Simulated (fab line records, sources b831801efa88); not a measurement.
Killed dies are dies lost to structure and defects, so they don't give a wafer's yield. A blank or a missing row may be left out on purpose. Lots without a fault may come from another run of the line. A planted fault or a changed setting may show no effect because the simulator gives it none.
Which tool did it? | flow sky130 | 24 lots, 72 wafers sampled, at 5 steps of a route of 708

WHAT THE GAUGES READ, wafer by wafer
SKY_VT_ADJUST_NCORE_OVL_MEAS_08.
lot  | measured     | on         | VT_ADJUST_NCORE_OVL (nm)
L074 | day 8 23:02  | overlay-01 | -0.4 0.7 -0.6
L075 | day 9 00:08  | overlay-02 | -0.1 1.1 0.9
L076 | day 9 08:30  | overlay-02 | 1.6 1.5 1.2
L077 | day 9 11:28  | overlay-02 | 3.3 3.7 3.4
L078 | day 9 18:27  | overlay-02 | -1.0 1.0 -0.7
L079 | day 10 01:32 | overlay-02 | 1.8 2.3 1.9
L080 | day 10 05:38 | overlay-02 | 0.5 0.6 1.3
L081 | day 10 14:59 | overlay-01 | 2.3 2.4 2.8
L082 | day 11 01:12 | overlay-01 | -2.2 -0.2 -1.2
L083 | day 11 04:20 | overlay-01 | 2.9 2.9 3.5
L084 | day 11 09:18 | overlay-02 | 3.8 4.0 3.6
L085 | day 11 17:06 | overlay-01 | -1.4 -0.2 -1.9
L086 | day 12 02:59 | overlay-01 | 2.7 1.5 2.1
L087 | day 12 09:47 | overlay-01 | -1.2 -1.2 -0.6
L088 | day 12 15:08 | overlay-02 | 1.1 -0.3 1.6
L089 | day 12 19:44 | overlay-01 | 0.1 1.4 1.1
L090 | day 13 05:02 | overlay-02 | 2.5 -0.1 1.3
L091 | day 13 12:54 | overlay-02 | 2.5 3.8 2.5
L092 | day 14 01:47 | overlay-01 | 3.1 3.9 3.7
L093 | day 14 02:11 | overlay-02 | 4.0 2.3 2.3
L094 | day 14 12:15 | overlay-01 | 0.6 -0.1 0.6
L095 | day 14 16:11 | overlay-01 | -0.1 -0.6 -1.3
L096 | day 15 02:30 | overlay-02 | 1.8 2.2 3.0
L097 | day 15 10:17 | overlay-02 | 1.3 3.1 2.2

SKY_VIA1_THK_MEAS_23: measures by xrf.
lot  | measured     | on            | VIA1_W_THK (nm)
L074 | day 34 03:14 | film_metro-01 | 272 269 272
L075 | day 34 05:17 | film_metro-04 | 267 267 267
L076 | day 34 23:32 | film_metro-01 | 260 263 262
L077 | day 34 21:40 | film_metro-04 | 270 268 271
L078 | day 35 02:29 | film_metro-01 | 275 275 270
L079 | day 35 13:34 | film_metro-01 | 276 270 275
L080 | day 36 22:10 | film_metro-04 | 272 271 265
L081 | day 37 01:24 | film_metro-01 | 274 273 270
L082 | day 36 23:08 | film_metro-02 | 275 279 272
L083 | day 37 03:02 | film_metro-04 | 263 266 265
L084 | day 37 06:00 | film_metro-01 | 273 272 269
L085 | day 37 08:48 | film_metro-02 | 268 266 263
L086 | day 37 19:37 | film_metro-04 | 272 269 265
L087 | day 38 04:12 | film_metro-02 | 271 278 273
L088 | day 38 10:51 | film_metro-04 | 264 262 259
L089 | day 38 13:55 | film_metro-01 | 268 270 268
L090 | day 38 20:22 | film_metro-02 | 269 271 270
L091 | day 39 02:49 | film_metro-02 | 267 266 267
L092 | day 39 16:31 | film_metro-02 | 270 271 270
L093 | day 39 20:08 | film_metro-02 | 269 269 269
L094 | day 39 23:59 | film_metro-02 | 272 274 268
L095 | day 40 07:59 | film_metro-01 | 260 259 262
L096 | day 40 14:59 | film_metro-02 | 269 273 266
L097 | day 40 20:05 | film_metro-01 | 261 261 262

SKY_METAL2_CD_MEAS_15: target cd 140 nm.
lot  | measured     | on        | cd_nm (nm)
L074 | day 35 06:13 | cd_sem-02 | 141.2 139.8 142.4
L075 | day 35 09:04 | cd_sem-01 | 137.4 138.7 137.1
L076 | day 36 01:44 | cd_sem-02 | 141.3 140.9 139.7
L077 | day 36 00:10 | cd_sem-02 | 139.8 140.0 140.8
L078 | day 36 04:29 | cd_sem-02 | 138.0 137.0 138.6
L079 | day 36 16:25 | cd_sem-02 | 140.4 142.0 141.4
L080 | day 38 00:28 | cd_sem-02 | 138.5 139.6 139.5
L081 | day 38 02:37 | cd_sem-01 | 140.1 139.1 142.3
L082 | day 38 01:38 | cd_sem-01 | 136.7 137.8 138.9
L083 | day 38 04:43 | cd_sem-01 | 140.4 140.4 138.8
L084 | day 38 08:10 | cd_sem-02 | 137.4 138.7 137.5
L085 | day 38 10:34 | cd_sem-01 | 138.5 139.3 140.7
L086 | day 38 21:38 | cd_sem-02 | 141.2 139.5 141.0
L087 | day 39 06:20 | cd_sem-01 | 140.2 141.1 140.8
L088 | day 39 12:59 | cd_sem-02 | 136.2 135.8 137.4
L089 | day 39 14:52 | cd_sem-02 | 139.5 141.0 139.4
L090 | day 39 22:17 | cd_sem-01 | 144.4 144.6 144.9
L091 | day 40 04:19 | cd_sem-01 | 141.5 139.4 141.7
L092 | day 40 17:28 | cd_sem-02 | 138.4 138.1 138.9
L093 | day 40 21:02 | cd_sem-01 | 139.8 138.8 138.9
L094 | day 41 00:29 | cd_sem-02 | 139.7 138.2 140.0
L095 | day 41 09:16 | cd_sem-02 | 140.8 142.0 142.3
L096 | day 41 15:11 | cd_sem-01 | 140.2 139.4 139.6
L097 | day 41 20:13 | cd_sem-02 | 137.8 136.8 137.6

WHICH TOOL RAN EACH LOT (tool, then ch and the chambers of the sampled wafers, then the start)
lot  | SKY_VT_ADJUST_LVTN_STRIP_20          | SKY_VIA1_CMP_24
L074 | plasma_asher-04 ch 0,1, day 8 02:10  | cmp-01 ch 1,2,3, day 34 03:21
L075 | plasma_asher-02 ch 0,1, day 8 03:13  | cmp-01 ch 0,2, day 34 05:29
L076 | plasma_asher-03 ch 0,1, day 8 10:54  | cmp-02 ch 1,2,3, day 34 23:35
L077 | plasma_asher-04 ch 0,1, day 8 14:02  | cmp-02 ch 2,3, day 34 21:44
L078 | plasma_asher-03 ch 0,1, day 8 21:10  | cmp-01 ch 0,1, day 35 02:35
L079 | plasma_asher-02 ch 0,1, day 9 03:58  | cmp-01 ch 0,1,2, day 35 13:38
L080 | plasma_asher-03 ch 0,1, day 9 08:16  | cmp-02 ch 0,1,2, day 36 22:19
L081 | plasma_asher-04 ch 0,1, day 9 18:07  | cmp-02 ch 2,3, day 37 01:28
L082 | plasma_asher-04 ch 0,1, day 10 03:17 | cmp-01 ch 0,1, day 36 23:10
L083 | plasma_asher-03 ch 0,1, day 10 07:07 | cmp-02 ch 0,2,3, day 37 03:05
L084 | plasma_asher-03 ch 0,1, day 10 11:02 | cmp-01 ch 2,3, day 37 06:02
L085 | plasma_asher-02 ch 0,1, day 10 17:44 | cmp-01 ch 0,3, day 37 08:53
L086 | plasma_asher-02 ch 0,1, day 11 02:40 | cmp-01 ch 0,2,3, day 37 19:46
L087 | plasma_asher-03 ch 0,1, day 11 10:00 | cmp-02 ch 0,3, day 38 04:15
L088 | plasma_asher-03 ch 0,1, day 11 14:39 | cmp-02 ch 2,3, day 38 10:54
L089 | plasma_asher-02 ch 0,1, day 11 19:52 | cmp-02 ch 1,3, day 38 13:58
L090 | plasma_asher-04 ch 0,1, day 12 03:46 | cmp-01 ch 0,1, day 38 20:28
L091 | plasma_asher-04 ch 0,1, day 12 12:26 | cmp-01 ch 0,1, day 39 03:11
L092 | plasma_asher-03 ch 0,1, day 13 00:07 | cmp-02 ch 1,2,3, day 39 16:35
L093 | plasma_asher-03 ch 0,1, day 13 00:51 | cmp-02 ch 0,1,3, day 39 20:11
L094 | plasma_asher-04 ch 1, day 13 10:37   | cmp-02 ch 0,2, day 40 00:02
L095 | plasma_asher-04 ch 0,1, day 13 15:04 | cmp-01 ch 0,1, day 40 08:16
L096 | plasma_asher-03 ch 0,1, day 14 00:27 | cmp-01 ch 0,1, day 40 15:05
L097 | plasma_asher-04 ch 0,1, day 14 08:04 | cmp-02 ch 0,1,3, day 40 20:15
- SKY_VT_ADJUST_LVTN_STRIP_20: strips in O2/N2.
- SKY_VIA1_CMP_24: polishes, stops on SiO2, t overpolish 15 s, target thk 0 nm.

WHAT THE TOOLS THEMSELVES READ (means of the sampled wafers that have a number; where no wafer has one, the mark that the record gives instead)
SKY_VT_ADJUST_LVTN_STRIP_20.
lot  | tool            | drypump_motor_current_A (A) | oes_product_au (a.u.) | strip_time_to_endpoint_s (s)
L074 | plasma_asher-04 | 5.4                         | 0.715                 | 14.12
L075 | plasma_asher-02 | 6.0                         | 0.718                 | 14.16
L076 | plasma_asher-03 | 6.5                         | 0.716                 | 14.16
L077 | plasma_asher-04 | 5.5                         | 0.721                 | 14.14
L078 | plasma_asher-03 | 6.5                         | 0.715                 | 14.16
L079 | plasma_asher-02 | 6.1                         | 0.712                 | 14.22
L080 | plasma_asher-03 | 6.4                         | 0.721                 | 14.17
L081 | plasma_asher-04 | 5.4                         | 0.712                 | 14.20
L082 | plasma_asher-04 | 5.4                         | 0.715                 | 14.15
L083 | plasma_asher-03 | 6.4                         | 0.718                 | 14.09
L084 | plasma_asher-03 | 6.5                         | 0.716                 | 14.20
L085 | plasma_asher-02 | 6.1                         | 0.719                 | 14.15
L086 | plasma_asher-02 | 6.1                         | 0.718                 | 14.11
L087 | plasma_asher-03 | 6.5                         | 0.713                 | 14.15
L088 | plasma_asher-03 | 6.4                         | 0.715                 | 14.13
L089 | plasma_asher-02 | 6.1                         | 0.723                 | 14.12
L090 | plasma_asher-04 | 5.5                         | 0.718                 | 14.16
L091 | plasma_asher-04 | 5.5                         | 0.720                 | 14.17
L092 | plasma_asher-03 | 6.5                         | 0.710                 | 14.13
L093 | plasma_asher-03 | 6.5                         | 0.711                 | 14.16
L094 | plasma_asher-04 | 5.4                         | 0.712                 | 14.15
L095 | plasma_asher-04 | 5.5                         | 0.715                 | 14.13
L096 | plasma_asher-03 | 6.4                         | 0.714                 | 14.15
L097 | plasma_asher-04 | 5.5                         | 0.719                 | 14.15

SKY_VIA1_CMP_24.
lot  | tool   | motor_current_A (A) | overpolish_run_s (s) | time_to_endpoint_s (s)
L074 | cmp-01 | 10.8                | 15.003               | 64
L075 | cmp-01 | 10.7                | 14.994               | 69
L076 | cmp-02 | 10.5                | 15.003               | 66
L077 | cmp-02 | 9.9                 | 15.000               | 71
L078 | cmp-01 | 11.3                | 15.008               | 61
L079 | cmp-01 | 10.8                | 14.993               | 63
L080 | cmp-02 | 12.2                | 14.993               | 70
L081 | cmp-02 | 10.3                | 14.992               | 66
L082 | cmp-01 | 11.3                | 15.012               | 62
L083 | cmp-02 | 11.8                | 14.996               | 69
L084 | cmp-01 | 10.4                | 14.999               | 69
L085 | cmp-01 | 11.3                | 15.009               | 60
L086 | cmp-01 | 10.5                | 15.006               | 65
L087 | cmp-02 | 13.5                | 14.999               | 67
L088 | cmp-02 | 9.8                 | 14.998               | 69
L089 | cmp-02 | 10.2                | 14.997               | 72
L090 | cmp-01 | 11.5                | 15.005               | 58
L091 | cmp-01 | 11.6                | 14.993               | 56
L092 | cmp-02 | 10.2                | 14.995               | 69
L093 | cmp-02 | 12.1                | 15.000               | 68
L094 | cmp-02 | 11.6                | 15.006               | 68
L095 | cmp-01 | 11.1                | 14.995               | 57
L096 | cmp-01 | 11.2                | 14.998               | 63
L097 | cmp-02 | 12.0                | 14.999               | 67

THE ANSWER, worked out from the rows above alone
Rule: what is usual is taken from the lots themselves. Put in order of their means at a reading, lots are off if they are a third of the lots or fewer, leave a main group of 4 or more, and stand apart from it by a gap of 3 or more times the standard deviation of the main group's means; of several such gaps the widest counts. A main group whose means are all the same, to the digits that the tables above print for the reading, isn't used. A lot without any number at a reading at which 4 lots or more have one is off too. The other lots that the step has rows for count as sound. The gauges are gone through in route order, then the tools' own readings, and for those a lot's mean is taken as printed above. The first step at which some lot is off is used, and at that step the reading that is off furthest; a lot without a number counts as furthest.
No lot is off at any reading shown: from this, nothing can be told.

WHAT THE SIMULATOR HAD PUT IN
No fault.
